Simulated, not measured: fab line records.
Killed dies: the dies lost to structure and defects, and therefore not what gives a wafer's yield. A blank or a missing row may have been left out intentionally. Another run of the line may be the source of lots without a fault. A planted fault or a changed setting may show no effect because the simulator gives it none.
A struck lot beside a sound one + flow sky130 + 17 out of 708 route steps
Sound: wafers L765.3, L765.5, L765.6. Struck: wafer L758.3. (L758.2 of the same lot was not struck and is left out.) The cause comes at the end.
Each step with rows lists, per side, the tool, then ch with its chambers, then its first start. Under that, the readings that differ: sound wafers + struck wafers + difference of the means + sigmas: that difference in standard deviations of wafers without a fault.
alike: same words and numbers on both sides, and readings whose means sit less than 2 such deviations apart. not compared: any withheld reading, any reading some wafer has no value for, any bound like >300 that may hide the same value, and any number with overlapping values for which the record gives no deviation.
A row with sigmas, a row that says differs or no value, or rows on one side alone: a step with any of these is where the two part. Numbers that don't overlap but have no deviation are shown without sigmas and don't part them. A reading missing from all wafers of one side parts the sides only when that side holds two or more wafers.

SKY_SPACER_THK_MEAS_01:
  sound: film metro-01 at day 28 16:43; struck: film metro-01 at day 26 12:38
  alike: SPACER_CVD_00_THK
SKY_SPACER_ETCHBACK_02: etches Si3N4 in CH3F/O2, stops on SiO2, time 46.7 s, target depth 45 nm.
  sound on rie diel-02 ch 1,2,3, day 28 16:45; struck on rie diel-01 ch 3, day 26 12:41
  alike: drypump motor current A, oes product au, throttle valve pct
  not compared: rf hours counter h
then, 8 steps without rows for these wafers: SKY_POLY_CUT_DEHYDRATE_00 (time 60 s); SKY_POLY_CUT_HMDS_01 (prime time 60 s); SKY_POLY_CUT_COAT_02 (resist thk 60 nm); SKY_POLY_CUT_COAT_03 (resist thk 450 nm); SKY_POLY_CUT_SOFTBAKE_04 (time 90 s); SKY_POLY_CUT_EXPOSE_05 (exposes mask NPCM, target cd 270 nm); SKY_POLY_CUT_PEB_06; SKY_POLY_CUT_DEVELOP_07 (develop time 60 s).
SKY_POLY_CUT_CD_MEAS_08: target cd 270 nm.
  sound: cd sem-01 at day 29 20:35; struck: cd sem-02 at day 27 17:38
  alike: cd nm
SKY_POLY_CUT_OVL_MEAS_09:
  sound: overlay-02 at day 29 20:41; struck: overlay-01 at day 27 17:45
  alike: POLY_CUT_OVL
SKY_POLY_CUT_ETCH_10: etches BARC in N2/H2, stops on SiO2, time 45.9 s, target depth 60 nm.
  sound on rie diel-02 ch 1,2, day 29 20:43; struck on rie diel-01 ch 2, day 27 17:47
| reading                                         | sound             | struck | difference | sigmas |
|-------------------------------------------------|-------------------|--------|------------|--------|
| drypump motor current A (A)                     | 5.41 5.64 5.42    | 6.23   | +0.74      | +3     |
| model.KrF-thick_of_POLY_CUT_COAT_03.thk nm (nm) | 406.5 408.1 407.6 | 414.9  | +7.5       |        |
  alike: n2 flow sccm, oes product au, throttle valve pct
  not compared: rf hours counter h
SKY_POLY_CUT_ETCH_11: etches Si3N4 in CF4/CH2F2/Ar, stops on poly-Si, time 42.5 s, target depth 60 nm.
  sound on rie diel-02 ch 1,2, day 29 20:45; struck on rie diel-01 ch 2, day 27 17:49
| reading                     | sound          | struck | difference | sigmas |
|-----------------------------|----------------|--------|------------|--------|
| drypump motor current A (A) | 5.44 5.62 5.43 | 6.24   | +0.74      | +3     |
  alike: cf4 flow sccm, ch2f2 flow sccm, oes product au, throttle valve pct
  not compared: rf hours counter h
SKY_POLY_CUT_STRIP_12: strips in O2/N2.
  sound on plasma asher-02 ch 0,1, day 29 20:50; struck on plasma asher-04 ch 0, day 27 17:52
| reading                      | sound             | struck | difference | sigmas |
|------------------------------|-------------------|--------|------------|--------|
| strip time to endpoint s (s) | 5.356 5.356 5.361 | 5.424  | +0.066     | +4     |
  alike: drypump motor current A, n2 flow sccm, oes product au
  not compared: rf hours counter h
then, 2 steps without rows for these wafers: SKY_SD_P_DEHYDRATE_00 (time 60 s); SKY_PAD_OPEN_PROBE_99.

== WHERE THEY PART ==
Earliest at SKY_POLY_CUT_ETCH_10; latest, in this record, at SKY_POLY_CUT_STRIP_12.

WHY: whatever the simulator had introduced
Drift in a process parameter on rie diel-01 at SKY_POLY_CUT_ETCH_10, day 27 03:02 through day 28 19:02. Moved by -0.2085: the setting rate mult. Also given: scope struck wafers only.
